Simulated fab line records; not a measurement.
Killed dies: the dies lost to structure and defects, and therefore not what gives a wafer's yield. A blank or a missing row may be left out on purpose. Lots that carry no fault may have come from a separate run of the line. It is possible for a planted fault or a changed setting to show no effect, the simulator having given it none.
Chamber matching ; flow sky130 ; SKY_POLY_GATE_ETCH_17 on rie-si-02 has 4 sister chambers
The step etches poly-Si in HBr/Cl2, stops on SiO2, target depth 180 nm, time 70.5 s. 8 wafers are shown with their chamber, then 7 later ones without.

WAFERS PAIRED WITH THEIR CHAMBERS
wafer;chamber;drypump-motor-current-A (A);oes-product-au (a.u.)
L249.1;3;6.3;0.984
L249.4;2;6.1;0.979
L252.5;3;6.3;0.978
L266.1;2;6.0;0.979
L266.2;0;6.5;0.990
L266.5;1;5.3;0.979
L264.3;1;5.2;0.982
L264.4;0;6.5;0.990

WAFERS WITH NO CHAMBER GIVEN
wafer;drypump-motor-current-A (A);oes-product-au (a.u.)
L264.6;5.3;0.987
L268.1;6.1;0.973
L268.5;6.1;0.979
L268.6;5.2;0.992
L270.2;6.0;0.984
L270.3;6.5;0.992
L270.5;5.2;0.987

CHAMBER TAKEN BY EACH
wafer;from the rows above;in truth
L264.6;1;1
L268.1;2;2
L268.5;2;2
L268.6;1;1
L270.2;2;2
L270.3;0;0
L270.5;1;1
Placed correctly: 7 of 7. Number that these rows cannot place: 0. 0 placed wrongly.
How it was worked out, from the rows above alone: a wafer's distance from a chamber is the root of the sum, over the readings, of the square of ((its reading less the chamber's mean) divided by the reading's scatter). The wafer belongs to the nearest chamber; if the next one is less than 2 further off, it can't be placed. For every chamber, the mean is computed from those of its wafers that are shown. The scatter: take each reading less its chamber's mean, square it, sum over the shown wafers, divide by the number of wafers less the number of chambers, and take the root.
